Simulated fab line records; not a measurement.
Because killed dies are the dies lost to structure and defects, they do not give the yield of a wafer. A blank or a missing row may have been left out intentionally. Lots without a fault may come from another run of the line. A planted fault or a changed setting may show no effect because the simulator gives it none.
Problem report, 8D (eight disciplines) form, completed by code ; flow sfq-line ; the parts of the form that need people (team, actions taken, sign-off) are left out

== 1. WHAT WENT WRONG ==
head-pressure-psi at SFQ_TRILAYER_I2_CMP_CMP_064 reads a mean of 2.391 psi on 2 wafers of 1 lot; wafers without a fault read 3.001 psi with a standard deviation of 0.0067. That puts it -91 standard deviations away from the usual mean.
The step: polishes SiO2.
Earliest sighting: wafer L359.3 on cmp-02 at day 42 16:05. At this step, 39 wafers from 13 lots have a number in the record. Rule for "out" (also "out of limits"): further than 4 standard deviations from the usual mean. Any other wafer with a number is counted as sound.

== 2. WHAT IT IS, WHAT IT ISN'T ==
question;is;is not
which readings at this step;head-pressure-psi, time-to-endpoint-s;motor-current-A
which lots;L359;L343, L347, L348, L349, L350, L351, L352, L354, L358, L364, L365, L366
which wafers of those lots;L359.3, L359.6;L359.2
read on which tools;cmp-02;cmp-01
when;from day 42 16:05;"up to then (27 sound wafers); but 10 sound wafers of L359, L364, L365, L366 came after"

== 3. THE SUSPECTS, EACH WITH WHAT RULES IT OUT ==
Counting: any tool at a process step up to the reading remains a suspect provided it ran every lot that is out. Sound lots after the first of them don't rule it out here, since some wafers of a struck lot are sound.
- cmp-02 at SFQ_TRILAYER_I2_CMP_CMP_064 (polishes SiO2): kept. L359, the lot that is out, went through it at day 42 16:05; up to then, the latest sound lot through it was L358 at day 42 04:35. On those wafers its own readings are out: head-pressure-psi, time-to-endpoint-s.
- Within cmp-02 at SFQ_TRILAYER_I2_CMP_CMP_064: the wafers that are out ran in chamber 1; their sound lot-mates ran in chamber 0.
Remaining after the count: cmp-02 at SFQ_TRILAYER_I2_CMP_CMP_064.

== 4. THE CAUSE (what the simulator had put in) ==
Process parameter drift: cmp-02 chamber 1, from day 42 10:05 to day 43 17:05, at SFQ_TRILAYER_I2_CMP_CMP_064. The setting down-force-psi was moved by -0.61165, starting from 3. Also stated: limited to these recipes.
Counting left only this tool.

== 5. THE EFFECT CHAIN, in route order ==
Rows list readings where the struck wafers' mean (over those with a number) sits beyond 3 standard deviations from the usual. Readings are gone through only where the record gives a usual standard deviation; hours: the median, over the lots, of the time from a lot's start at the first step in this table giving one to that lot's start at this step; sigmas: the change measured in usual standard deviations.
hours;step;reading;usual;on struck wafers;change;sigmas
0;SFQ_TRILAYER_I2_CMP_CMP_064;head-pressure-psi;3.001 psi;2.391;-0.610;-91
0;SFQ_TRILAYER_I2_CMP_CMP_064;time-to-endpoint-s;215 s;276;+60;+7.8
Here are the process steps it includes:
- SFQ_TRILAYER_I2_CMP_CMP_064: polishes SiO2.
At these later measuring or inspecting steps, every struck wafer for which the step has a row has a number for every such reading, and none has moved that far: SFQ_M8_BOW_MEAS_951.

== 6. HOW IT WOULD HAVE BEEN CAUGHT EARLIER ==
First out-of-limits reading in this record: day 42 16:05, which is 6 hours after fault onset at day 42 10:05.
